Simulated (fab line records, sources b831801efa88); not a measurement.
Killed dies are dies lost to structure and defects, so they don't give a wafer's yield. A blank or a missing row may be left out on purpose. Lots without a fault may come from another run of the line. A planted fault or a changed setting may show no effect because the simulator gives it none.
One fault seen from 2 desks | flow sky130 | each desk has only its own numbers; what lay behind them comes last

THE METROLOGY DESK
What the gauges read, lot by lot, whatever tool the lot ran on: means of the sampled wafers that have a number. A lot is out of limits, marked OUT, if its mean lies more than 4 standard deviations from the usual mean; the brackets give that distance.
Columns: A = cd_nm at SKY_FIELD_ISO_CD_MEAS_13, usual 150.0 nm; B = PWDE_OVL at SKY_PWDE_OVL_MEAS_07, usual -0.6 nm; C = NWELL_00_OVL at SKY_NWELL_OVL_MEAS_10, usual -1.1 nm; D = NWELL_RS at SKY_NWELL_RS_MEAS_29, usual 617.6 ohm/sq; E = cd_nm at SKY_VT_ADJUST_HVTP_CD_MEAS_07, usual 380 nm
lot  | first seen here | A     | B    | C    | D     | E
L719 | day 2 06:24     | 150.5 | 0.8  | -0.5 | 619.4 | 381
L721 | day 2 14:10     | 149.5 | -2.1 | -1.4 | 618.8 | 382
L722 | day 2 19:40     | 152.7 | -1.1 | -0.9 | 618.1 | 376
L723 | day 3 02:59     | 149.7 | -0.9 | 0.0  | 616.4 | 380
L724 | day 3 09:05     | 150.6 | -2.7 | 0.6  | 619.1 | 375
L726 | day 3 16:59     | 151.0 | 0.7  | -2.2 | 617.1 | 377
L728 | day 4 05:19     | 150.0 | 0.5  | -0.3 | 618.6 | 385
L730 | day 4 14:23     | 150.3 | -1.1 | -0.2 | 617.6 | 380
L734 | day 5 14:56     | 150.5 | 0.7  | -1.2 | 617.9 | 378
L735 | day 5 19:34     | 150.8 | 0.3  | 0.3  | 618.0 | 377
L738 | day 6 07:59     | 149.4 | -1.3 | -2.6 | 615.8 | 378
L740 | day 6 18:19     | 148.8 | -1.0 | -0.8 | 615.1 | 378
L741 | day 7 01:12     | 149.1 | -1.1 | -1.6 | 617.7 | 379
L742 | day 7 03:02     | 148.9 | 0.1  | -2.3 | 615.5 | 380
This desk's finding: nothing out of limits on any of the 14 lots.

THE TOOL OWNER'S DESK: rie_diel-04
The tool's own readings at SKY_FIELD_ISO_ETCH_14 (etches BARC in N2/H2, stops on SiO2, time 45.9 s, target depth 60 nm): means of the sampled wafers that have a number, for each lot that ran on this tool. A lot is out of limits, marked OUT, if its mean lies more than 4 standard deviations from the usual mean; the brackets give that distance.
Columns: A = drypump_motor_current_A at SKY_FIELD_ISO_ETCH_14, usual 5.8 A; B = n2_flow_sccm at SKY_FIELD_ISO_ETCH_14, usual 100.0 sccm; C = oes_product_au at SKY_FIELD_ISO_ETCH_14, usual 0.855 a.u.; D = run_length_s at SKY_FIELD_ISO_ETCH_14, usual 74.1 s; E = throttle_valve_pct at SKY_FIELD_ISO_ETCH_14, usual 13.224 %
lot  | first seen here | A   | B     | C               | D              | E
L719 | day 2 06:30     | 5.7 | 99.7  | 0.852           | 74.1           | 13.222
L723 | day 3 03:07     | 5.8 | 99.7  | 0.854           | 74.3           | 13.221
L728 | day 4 05:25     | 5.6 | 100.1 | 0.851           | 74.3           | 13.228
L730 | day 4 14:29     | 5.6 | 100.1 | 0.858           | 74.1           | 13.227
L735 | day 5 19:41     | 5.9 | 100.1 | 0.952 (+20) OUT | 56.7 (-33) OUT | 13.235
L738 | day 6 08:07     | 5.7 | 100.2 | 0.909 (+11) OUT | 65.9 (-15) OUT | 13.223
This desk's finding: out of limits on L735, L738; first on L735, day 5 19:41 (oes_product_au at SKY_FIELD_ISO_ETCH_14). In limits: L719, L723, L728, L730.

PUT TOGETHER
The tool owner's desk could have raised an alarm at day 5 19:41, on L735, L738.
The metrology desk saw nothing out of limits.
The metrology desk has L735, L738 on record, within its limits.
Of the lots named, all ran SKY_FIELD_ISO_ETCH_14 on rie_diel-04.

WHAT THE SIMULATOR HAD PUT IN
Process parameter drift: rie_diel-04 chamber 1, from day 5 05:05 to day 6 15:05, at SKY_FIELD_ISO_ETCH_14. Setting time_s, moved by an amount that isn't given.
Lots struck among those shown: L735, L738.
Hours from the fault's start to each desk's first reading out of limits: the tool owner's desk, 15.
